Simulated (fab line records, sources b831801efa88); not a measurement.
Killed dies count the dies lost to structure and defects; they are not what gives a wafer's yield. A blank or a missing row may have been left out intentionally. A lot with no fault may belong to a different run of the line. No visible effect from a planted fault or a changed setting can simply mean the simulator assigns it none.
fab line records    flow sky130
record lots=6  wafers=18  lastDay=50
route steps=708 shown PWDE@52 NWELL@56 PAD_OPEN@708
lots that met no fault: from a run of the same line without faults
startH: start of the lot's first displayed wafer, in hours after the record's first day    waitH: hours since the lot's step before    " the same as in the row above    L1.1+2: several wafers, shown together as one row    - no value, or no start was given    * or withheld: withheld    < > ~ a bound
route shown NAME@n: NAME is a module with steps in the file, n the number in the route of the first one    usual: mean and standard deviation over wafers with no fault    same: alike in all rows    chamber/n: place in a boat    sites: the reading at each site    _std_site: the standard deviation of these    _edge_site: the outer-site mean with the inner-site mean subtracted    radiusMm: how far each site lies from the wafer's centre    mask NAME#n: copy n    behind: the most recent tool/chamber to have shaped the wafer    hold: reason for holding the lot/hours on hold/outcome of the hold    device: names the non-switching transistor (n, p or np)    end of line: at the end of the route, the tests of the same wafers    for a step that has no rows: nothing shown but its recipe    killed: not the wafer's yield, but the dies lost to structure and defects at the first sort    map: dies across one wafer; x = killed, . = not, _ = none there
set.NAME: setting as actually run; set.NAME@STEP: the setting as run at that earlier step    model.NAME: the simulator's own value behind a step, which no gauge read
a table for each step, a row for each wafer; lots at some steps of the route
services: when a tool's chamber went out of use (startH, in hours from the record's first day, below 0 if earlier), for how many hours, and the reason
## steps
# step SKY_PWDE_OVL_MEAS_07
# usual PWDE_OVL=-0.5/1.1
lot.wafer  tool        chamber  startH  waitH  PWDE_OVL[nm]
L429.2     overlay-02  -        86.35   -      -1.0
L429.5     "           -        "       "      -1.6
L429.6     "           -        "       "      -0.7
L432.2     overlay-01  -        106.84  -      -1.1
L432.3     "           -        "       "      -1.5
L432.5     "           -        "       "      -2.6
L437.2     overlay-02  -        128.39  -      -1.3
L437.3     "           -        "       "      0.2
L437.6     "           -        "       "      0.4
L438.1     overlay-01  -        135.33  -      0.5
L438.2     "           -        "       "      -0.3
L438.5     "           -        "       "      -0.9
L439.1     overlay-01  -        144.13  -      -1.2
L439.2     "           -        "       "      0.8
L439.4     "           -        "       "      -0.6
L447.2     overlay-01  -        200.20  -      -1.4
L447.4     "           -        "       "      1.0
L447.5     "           -        "       "      0.3
# step SKY_PWDE_IMPLANT_08
# recipe species=B  energyKev=150  doseCm2=3.6e+12  tiltDeg=withheld
# step SKY_PWDE_STRIP_09
# recipe chemistry=O2/N2  powerW=1400  pressureMtorr=1500  platenTempC=withheld  o2FlowSccm=3000  n2FlowSccm=300  overashFraction=0.5
# usual drypumpMotorCurrentA=5.90/0.26  oesProductAu=0.722/0.0042  stripTimeToEndpointS=36.91/0.1
lot.wafer  tool            chamber  startH  waitH  drypumpMotorCurrentA  oesProductAu  rfHoursCounterH  stripTimeToEndpointS
L429.2     plasmaAsher-01  1        86.53   0.1    5.83                  0.711         28               36.98
L429.5     "               1        "       "      5.85                  0.718         -                37.14
L429.6     "               0        "       "      5.60                  0.729         -                36.84
L432.2     plasmaAsher-02  0        107.02  0.1    5.85                  0.718         42               36.85
L432.3     "               0        "       "      5.83                  0.720         -                36.86
L432.5     "               1        "       "      6.27                  0.722         -                36.93
L437.2     plasmaAsher-04  1        128.57  0.1    6.10                  0.724         1                36.89
L437.3     "               0        "       "      5.56                  0.729         -                36.90
L437.6     "               1        "       "      6.09                  0.724         -                36.85
L438.1     plasmaAsher-04  1        135.52  0.1    6.10                  0.718         1                36.92
L438.2     "               0        "       "      5.56                  0.726         1                36.93
L438.5     "               1        "       "      6.11                  0.721         -                36.86
L439.1     plasmaAsher-02  0        144.32  0.1    5.87                  0.724         46               37.05
L439.2     "               1        "       "      6.30                  0.730         46               36.90
L439.4     "               1        "       "      6.30                  0.723         -                37.01
L447.2     plasmaAsher-02  0        200.38  0.1    5.87                  0.727         51               36.81
L447.4     "               0        "       "      5.90                  0.715         -                36.93
L447.5     "               1        "       "      6.26                  0.720         -                36.83
# step SKY_PWDE_TW_MEAS_10
# usual PWDE_TW=375.8/2.3
lot.wafer  tool          chamber  startH  waitH  PWDE_TW
L429.2     filmMetro-01  -        86.64   0.1    377.0
L429.5     "             -        "       "      376.7
L429.6     "             -        "       "      374.6
L432.2     filmMetro-04  -        107.13  0.1    371.9
L432.3     "             -        "       "      372.6
L432.5     "             -        "       "      373.6
L437.2     filmMetro-02  -        128.68  0.1    373.8
L437.3     "             -        "       "      376.8
L437.6     "             -        "       "      376.8
L438.1     filmMetro-02  -        135.62  0.1    375.6
L438.2     "             -        "       "      377.8
L438.5     "             -        "       "      378.1
L439.1     filmMetro-02  -        144.42  0.1    380.8
L439.2     "             -        "       "      379.4
L439.4     "             -        "       "      381.2
L447.2     filmMetro-01  -        200.49  0.1    374.0
L447.4     "             -        "       "      377.9
L447.5     "             -        "       "      376.0
# step SKY_NWELL_DEHYDRATE_03
# recipe tempC=200  timeS=60
# step SKY_NWELL_HMDS_04
# recipe primeTimeS=60  primeTempC=120
# step SKY_NWELL_COAT_05
# recipe spinRpm=2000  resistThkNm=3000
# step SKY_NWELL_SOFTBAKE_06
# recipe tempC=110  timeS=withheld
# step SKY_NWELL_EXPOSE_07
# recipe maskId=NWM  na=0.6  sourceShape=conventional  sigmaOuter=0.6  polarization=unpolarized  targetCdNm=840  doseMj=255
# step SKY_NWELL_PEB_08
# recipe tempC=115  timeS=withheld
# step SKY_NWELL_DEVELOP_09
# recipe wallAngleDeg=90  developer=TMAH  developTimeS=60  devTempC=23
# step SKY_NWELL_OVL_MEAS_10
# usual NWELL_00_OVL=0.5/1.2
lot.wafer  tool        chamber  startH  waitH  NWELL_00_OVL[nm]
L429.2     overlay-02  -        103.74  -      1.5
L429.5     "           -        "       "      2.1
L429.6     "           -        "       "      1.8
L432.2     overlay-02  -        125.09  -      1.8
L432.3     "           -        "       "      -0.1
L432.5     "           -        "       "      0.9
L437.2     overlay-01  -        147.45  -      1.8
L437.3     "           -        "       "      0.8
L437.6     "           -        "       "      2.0
L438.1     overlay-02  -        154.64  -      0.3
L438.2     "           -        "       "      1.6
L438.5     "           -        "       "      0.7
L439.1     overlay-02  -        163.18  -      -1.7
L439.2     "           -        "       "      -1.7
L439.4     "           -        "       "      -1.6
L447.2     overlay-02  -        221.61  -      1.8
L447.4     "           -        "       "      0.8
L447.5     "           -        "       "      0.1
# step SKY_NWELL_IMPLANT_11
# recipe species=P  energyKev=400  doseCm2=1.9e+13  tiltDeg=withheld
# usual beamOnS=10.01/0.21  faradayCurrentUA=107.0/2.2
lot.wafer  tool          chamber  startH  waitH  beamOnS  faradayCurrentUA
L429.2     implanter-01  0        103.79  0.0    9.65     110.9
L429.5     "             0        "       "      10.06    106.2
L429.6     "             0        "       "      10.17    104.9
L432.2     implanter-04  0        125.14  0.0    9.97     107.5
L432.3     "             0        "       "      9.92     107.5
L432.5     "             0        "       "      9.76     109.7
L437.2     implanter-01  0        147.50  0.0    8.02     133.1
L437.3     "             0        "       "      7.85     136.2
L437.6     "             0        "       "      7.88     135.2
L438.1     implanter-04  0        154.68  0.0    10.11    105.6
L438.2     "             0        "       "      9.91     107.8
L438.5     "             0        "       "      10.26    104.8
L439.1     implanter-01  0        163.22  0.0    7.59     141.4
L439.2     "             0        "       "      7.73     138.5
L439.4     "             0        "       "      7.57     141.7
L447.2     implanter-02  0        221.67  0.0    10.08    106.4
L447.4     "             0        "       "      9.50     111.8
L447.5     "             0        "       "      10.17    105.4
# step SKY_NWELL_IMPLANT_12
# recipe species=P  energyKev=120  doseCm2=1.3e+12  tiltDeg=withheld
# step SKY_NWELL_IMPLANT_13
# recipe species=P  energyKev=50  doseCm2=7e+11  tiltDeg=withheld
# step SKY_NWELL_STRIP_14
# recipe chemistry=O2/N2  powerW=1400  pressureMtorr=1500  platenTempC=withheld  o2FlowSccm=3000  n2FlowSccm=300  overashFraction=0.5
# usual drypumpMotorCurrentA=5.9/0.3  oesProductAu=0.723/0.0048  stripTimeToEndpointS=36.94/0.11
lot.wafer  tool            chamber  startH  waitH  drypumpMotorCurrentA  oesProductAu  rfHoursCounterH  stripTimeToEndpointS
L429.2     plasmaAsher-02  1        104.22  0.1    6.3                   0.727         42               36.91
L429.5     "               0        "       "      5.9                   0.729         -                36.81
L429.6     "               1        "       "      6.2                   0.720         -                36.90
L432.2     plasmaAsher-01  0        125.57  0.1    5.6                   0.725         32               37.12
L432.3     "               1        "       "      5.8                   0.721         -                37.05
L432.5     "               0        "       "      5.6                   0.721         -                37.03
L437.2     plasmaAsher-03  1        147.93  0.1    5.4                   0.725         47               37.05
L437.3     "               0        "       "      6.1                   0.724         -                36.98
L437.6     "               0        "       "      6.1                   0.734         -                37.07
L438.1     plasmaAsher-02  0        155.13  0.1    5.9                   0.726         47               36.96
L438.2     "               1        "       "      6.3                   0.722         47               37.14
L438.5     "               0        "       "      5.9                   0.728         -                37.08
L439.1     plasmaAsher-03  0        163.67  0.1    6.1                   0.732         48               36.89
L439.2     "               1        "       "      5.4                   0.722         48               37.05
L439.4     "               0        "       "      6.1                   0.713         -                37.00
L447.2     plasmaAsher-01  0        222.09  0.1    5.6                   0.716         41               36.90
L447.4     "               0        "       "      5.6                   0.729         -                36.98
L447.5     "               1        "       "      5.8                   0.721         -                36.98
# step SKY_NWELL_TW_MEAS_15
# usual NWELL_TW=1830/11
lot.wafer  tool          chamber  startH  waitH  hold                     NWELL_TW
L429.2     filmMetro-01  -        104.33  0.1    -                        1829
L429.5     "             -        "       "      -                        1817
L429.6     "             -        "       "      -                        1827
L432.2     filmMetro-01  -        125.68  0.1    -                        1823
L432.3     "             -        "       "      -                        1820
L432.5     "             -        "       "      -                        1822
L437.2     filmMetro-02  -        148.04  0.1    awaitDispo/0.2h/release  1698
L437.3     "             -        "       "      awaitDispo/0.2h/release  1706
L437.6     "             -        "       "      awaitDispo/0.2h/release  1702
L437.2     filmMetro-02  -        148.26  0.2    -                        1703
L437.3     "             -        "       "      -                        1701
L437.6     "             -        "       "      -                        1704
L438.1     filmMetro-01  -        155.23  0.1    -                        1846
L438.2     "             -        "       "      -                        1844
L438.5     "             -        "       "      -                        1848
L439.1     filmMetro-01  -        163.77  0.1    awaitDispo/0.2h/release  1706
L439.2     "             -        "       "      awaitDispo/0.2h/release  1701
L439.4     "             -        "       "      awaitDispo/0.2h/release  1702
L439.1     filmMetro-01  -        164.00  0.2    -                        1703
L439.2     "             -        "       "      -                        1700
L439.4     "             -        "       "      -                        1704
L447.2     filmMetro-04  -        222.20  0.1    -                        1827
L447.4     "             -        "       "      -                        1823
L447.5     "             -        "       "      -                        1826
# step SKY_NWELL_HMDS_17
# recipe primeTimeS=60  primeTempC=120
# step SKY_NWELL_COAT_18
# recipe spinRpm=2000  resistThkNm=3000
# step SKY_NWELL_SOFTBAKE_19
# recipe tempC=110  timeS=withheld
# step SKY_NWELL_EXPOSE_20
# recipe maskId=NWM_COMPLEMENT  na=0.6  sourceShape=conventional  sigmaOuter=0.6  polarization=unpolarized  targetCdNm=840  doseMj=260
# step SKY_NWELL_PEB_21
# recipe tempC=115  timeS=withheld
# step SKY_NWELL_DEVELOP_22
# recipe wallAngleDeg=90  developer=TMAH  developTimeS=60  devTempC=23
# step SKY_NWELL_OVL_MEAS_23
# usual NWELL_01_OVL=0.1/1.4
lot.wafer  tool        chamber  startH  waitH  NWELL_01_OVL[nm]
L429.2     overlay-01  -        122.00  -      1.6
L429.5     "           -        "       "      -0.8
L429.6     "           -        "       "      1.6
L432.2     overlay-02  -        144.26  -      2.1
L432.3     "           -        "       "      0.9
L432.5     "           -        "       "      4.0
L437.2     overlay-01  -        167.40  -      -1.1
L437.3     "           -        "       "      -2.3
L437.6     "           -        "       "      -2.0
L438.1     overlay-02  -        174.38  -      1.6
L438.2     "           -        "       "      1.2
L438.5     "           -        "       "      0.7
L439.1     overlay-01  -        182.68  -      -0.8
L439.2     "           -        "       "      -0.9
L439.4     "           -        "       "      -0.5
L447.2     overlay-01  -        245.44  -      2.5
L447.4     "           -        "       "      1.7
L447.5     "           -        "       "      1.7
# step SKY_NWELL_IMPLANT_24
# recipe species=B  energyKev=140  doseCm2=9.2e+12  tiltDeg=withheld
# step SKY_NWELL_STRIP_25
# recipe chemistry=O2/N2  powerW=1400  pressureMtorr=1500  platenTempC=withheld  o2FlowSccm=3000  n2FlowSccm=300  overashFraction=0.5
# usual drypumpMotorCurrentA=5.89/0.28  oesProductAu=0.723/0.005  stripTimeToEndpointS=36.91/0.085
lot.wafer  tool            chamber  startH  waitH  drypumpMotorCurrentA  oesProductAu  rfHoursCounterH  stripTimeToEndpointS
L429.2     plasmaAsher-01  1        122.18  0.1    5.87                  0.723         32               36.86
L429.5     "               1        "       "      5.84                  0.725         -                36.77
L429.6     "               0        "       "      5.60                  0.724         -                36.95
L432.2     plasmaAsher-03  1        144.44  0.1    5.41                  0.716         46               36.86
L432.3     "               0        "       "      6.12                  0.718         -                36.99
L432.5     "               1        "       "      5.43                  0.730         -                36.87
L437.2     plasmaAsher-02  0        167.58  0.1    5.86                  0.724         48               36.95
L437.3     "               1        "       "      6.27                  0.723         -                36.92
L437.6     "               0        "       "      5.87                  0.722         -                37.01
L438.1     plasmaAsher-02  1        174.57  0.1    6.28                  0.724         49               36.84
L438.2     "               0        "       "      5.87                  0.724         49               36.85
L438.5     "               0        "       "      5.92                  0.723         -                36.82
L439.1     plasmaAsher-01  1        182.87  0.1    5.83                  0.722         37               36.85
L439.2     "               0        "       "      5.58                  0.719         37               36.90
L439.4     "               1        "       "      5.84                  0.720         -                36.89
L447.2     plasmaAsher-02  1        245.62  0.1    6.28                  0.717         56               36.91
L447.4     "               0        "       "      5.84                  0.720         -                36.99
L447.5     "               1        "       "      6.27                  0.729         -                36.99
# step SKY_NWELL_TW_MEAS_26
# usual NWELL_2_TW=499.7/2.8
lot.wafer  tool          chamber  startH  waitH  NWELL_2_TW
L429.2     filmMetro-02  -        122.29  0.1    497.3
L429.5     "             -        "       "      499.6
L429.6     "             -        "       "      500.3
L432.2     filmMetro-01  -        144.55  0.1    504.6
L432.3     "             -        "       "      504.7
L432.5     "             -        "       "      501.7
L437.2     filmMetro-01  -        167.69  0.1    500.1
L437.3     "             -        "       "      501.5
L437.6     "             -        "       "      499.0
L438.1     filmMetro-02  -        174.67  0.1    498.4
L438.2     "             -        "       "      500.2
L438.5     "             -        "       "      498.1
L439.1     filmMetro-01  -        182.97  0.1    498.8
L439.2     "             -        "       "      500.2
L439.4     "             -        "       "      500.6
L447.2     filmMetro-01  -        245.73  0.1    501.6
L447.4     "             -        "       "      503.9
L447.5     "             -        "       "      505.3
# step SKY_NWELL_CLEAN_27
# recipe chemistry=SC1/SC2  mix=1:4:20  tempC=70  timeS=150  dry=n2Spin
# step SKY_NWELL_RTA_28
# recipe tempC=1050  timeS=30  idleTempC=650  rampUpCPerS=150  rampDownCPerS=90  ambient=N2
# usual lampPowerPct=25.31/0.055  wafer_temp_C_max=1054.8/0.87
lot.wafer  tool          chamber  startH  waitH  lampPowerPct  wafer_temp_C_max
L429.2     rtpAnneal-01  0        122.41  0.0    25.40         1055.0
L429.5     "             0        "       "      25.22         1055.8
L429.6     "             0        "       "      25.30         1055.1
L432.2     rtpAnneal-01  0        144.67  0.0    25.34         1056.5
L432.3     "             0        "       "      25.29         1055.4
L432.5     "             0        "       "      25.42         1054.7
L437.2     rtpAnneal-01  0        167.80  0.0    25.37         1056.7
L437.3     "             0        "       "      25.31         1054.9
L437.6     "             0        "       "      25.31         1053.7
L438.1     rtpAnneal-02  0        174.78  0.0    25.35         1053.4
L438.2     "             0        "       "      25.20         1054.8
L438.5     "             0        "       "      25.31         1053.2
L439.1     rtpAnneal-01  0        183.08  0.0    25.29         1055.3
L439.2     "             0        "       "      25.29         1055.3
L439.4     "             0        "       "      25.35         1054.6
L447.2     rtpAnneal-02  0        245.85  0.0    25.22         1055.1
L447.4     "             0        "       "      25.29         1055.7
L447.5     "             0        "       "      25.25         1055.5
# step SKY_NWELL_RS_MEAS_29
# recipe thkMeasGauge=four-point-probe
# usual NWELL_RS=625.0/1.9
lot.wafer  tool          chamber  startH  waitH  hold                     NWELL_RS[ohm/sq]
L429.2     filmMetro-04  -        122.51  0.1    -                        622.0
L429.5     "             -        "       "      -                        622.8
L429.6     "             -        "       "      -                        623.3
L432.2     filmMetro-04  -        144.77  0.1    -                        623.1
L432.3     "             -        "       "      -                        625.0
L432.5     "             -        "       "      -                        623.1
L437.2     filmMetro-04  -        167.91  0.1    awaitDispo/0.2h/release  719.3
L437.3     "             -        "       "      awaitDispo/0.2h/release  719.2
L437.6     "             -        "       "      awaitDispo/0.2h/release  720.4
L437.2     filmMetro-04  -        168.27  0.3    -                        718.6
L437.3     "             -        "       "      -                        719.0
L437.6     "             -        "       "      -                        719.6
L438.1     filmMetro-01  -        174.88  0.1    -                        623.0
L438.2     "             -        "       "      -                        622.9
L438.5     "             -        "       "      -                        622.2
L439.1     filmMetro-02  -        183.18  0.1    awaitDispo/0.2h/release  717.7
L439.2     "             -        "       "      awaitDispo/0.2h/release  717.2
L439.4     "             -        "       "      awaitDispo/0.2h/release  718.3
L439.1     filmMetro-02  -        183.54  0.3    -                        718.7
L439.2     "             -        "       "      -                        717.3
L439.4     "             -        "       "      -                        718.2
L447.2     filmMetro-04  -        245.95  0.1    -                        621.9
L447.4     "             -        "       "      -                        623.4
L447.5     "             -        "       "      -                        623.3
# step SKY_PAD_OPEN_PROBE_99
# usual defectLimitedYield=82.8/2  killed_at_M0_to_M3=43/6.4  killed_at_M4_up=3.1/2  killedAtContacts=24/5.2  killedAtFrontEnd=15/4.3  killedAtOther=0.2/0.48  killedDies=85/9.7  killedOpen=47/6.9  killedShort=38/6.7  sort_bin_3_pad_short=0.9/0.48  sort_bin_5_function=10.3/1.6  sort_bin_6_memory=6.1/0.97  sortNPass=407/9.7  sortYieldPct=82.8/2
# same grossDies=492  killedAtBackSide=0  sort_bin_4_leakage[%]=0  sort_bin_8_speed[%]=0
lot.wafer  tool       chamber  startH   waitH  defectLimitedYield[%]  killed_at_M0_to_M3  killed_at_M4_up  killedAtContacts  killedAtFrontEnd  killedAtOther  killedDies  killedOpen  killedShort  sort_bin_3_pad_short[%]  sort_bin_5_function[%]  sort_bin_6_memory[%]  sortNPass  sortYieldPct[%]
L429.2     prober-02  -        1103.56  0.1    82.3                   48                  5                21                12                1              87          49          38           1.0                      11.2                    5.5                   405        82.3
L429.5     prober-02  -        1103.71  0.2    82.3                   47                  2                22                16                0              87          50          37           0.4                      11.2                    6.1                   405        82.3
L429.6     prober-02  -        1103.76  0.2    82.5                   38                  4                24                20                0              86          59          27           1.0                      10.8                    5.7                   406        82.5
L432.2     prober-02  -        1118.69  0.1    81.7                   52                  4                18                16                0              90          56          34           1.0                      11.0                    6.3                   402        81.7
L432.3     prober-02  -        1118.74  0.2    80.3                   44                  2                24                27                0              97          61          36           0                        13.2                    6.5                   395        80.3
L432.5     prober-02  -        1118.84  0.2    83.1                   47                  3                25                8                 0              83          43          40           0.4                      11.0                    5.5                   409        83.1
# killed by level:class
L429.2 VIA1:geometricParticle:open=15 CONTACT:geometricParticle:open=9 VIA2:geometricParticle:short=7 LI_CONTACT:geometricParticle:open=6 METAL2:geometricParticle:short=6 VIA2:geometricParticle:open=4 CONTACT:geometricParticle:short=4 VIA3:geometricParticle:open=4
L429.5 VIA1:geometricParticle:open=12 CONTACT:geometricParticle:open=9 FIELD_ISO:geometricParticle:open=7 VIA1:geometricParticle:short=7 FIELD_ISO:geometricParticle:short=6 LI_CONTACT:geometricParticle:open=6 METAL1:geometricParticle:short=6 METAL2:geometricParticle:short=5
L429.6 CONTACT:geometricParticle:open=13 FIELD_ISO:geometricParticle:open=9 VIA1:geometricParticle:open=8 VIA3:geometricParticle:open=8 LI_CONTACT:geometricParticle:open=6 METAL1:geometricParticle:short=6 FIELD_ISO:geometricParticle:short=5 METAL2:geometricParticle:short=4
L432.2 VIA1:geometricParticle:open=14 CONTACT:geometricParticle:open=10 VIA1:geometricParticle:short=8 VIA3:geometricParticle:open=7 VIA2:geometricParticle:open=6 POLY_GATE:geometricParticle:short=4 VIA2:geometricParticle:short=4 FIELD_ISO:geometricParticle:open=3
L432.3 VIA1:geometricParticle:open=15 CONTACT:geometricParticle:open=9 LI_CONTACT:geometricParticle:open=8 POLY_GATE:geometricParticle:short=7 VIA3:geometricParticle:open=7 FIELD_ISO:geometricParticle:open=6 POLY_GATE:geometricParticle:open=6 FIELD_ISO:geometricParticle:short=5
L432.5 CONTACT:geometricParticle:open=13 VIA2:geometricParticle:open=9 VIA3:geometricParticle:open=8 VIA1:geometricParticle:open=7 METAL2:geometricParticle:short=5 METAL1:geometricParticle:short=5 FIELD_ISO:geometricParticle:short=4 VIA1:geometricParticle:short=4
## services
tool            chamber  startH  hours  kind
implanter-01    -        99.33   3.5    pm
plasmaAsher-03  -        103.31  1.0    repair
plasmaAsher-04  -        108.75  9.0    pm
plasmaAsher-04  0        108.75  9.0    ventCycle
plasmaAsher-04  1        108.75  9.0    ventCycle
plasmaAsher-04  0        117.75  -      clean
plasmaAsher-04  1        117.75  -      clean
plasmaAsher-03  -        124.00  1.4    repair
implanter-02    -        232.64  5.2    repair
## key
firstSign step=SKY_NWELL_IMPLANT_11  reading=faradayCurrentUA  direction=up  sigmas=14  usual=107.0  struck=137.7
effect step=SKY_NWELL_IMPLANT_11  reading=beamOnS  direction=down  sigmas=11  usual=10.01  struck=7.77
effect step=SKY_NWELL_TW_MEAS_15  reading=visit  direction=added
effect step=SKY_NWELL_TW_MEAS_15  reading=NWELL_TW  direction=down  sigmas=12  usual=1830  struck=1703
effect step=SKY_NWELL_RS_MEAS_29  reading=visit  direction=added
effect step=SKY_NWELL_RS_MEAS_29  reading=NWELL_RS  direction=up  sigmas=50  usual=625.0  struck=718.7
metAt SKY_NWELL_IMPLANT_11
struckWafers L437.2,L437.3,L437.6,L439.1,L439.2,L439.4
scrappedBehind SKY_NWELL_RS_MEAS_29 L437.2,L437.3,L437.6,L439.1,L439.2,L439.4
onsetBetween 103.79 147.50
fault kind=processParameterDrift  tool=implanter-01  chamber=-  onsetH=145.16  steps=SKY_NWELL_IMPLANT_11  channel=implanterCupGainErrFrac  offset=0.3  shape=step  endH=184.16
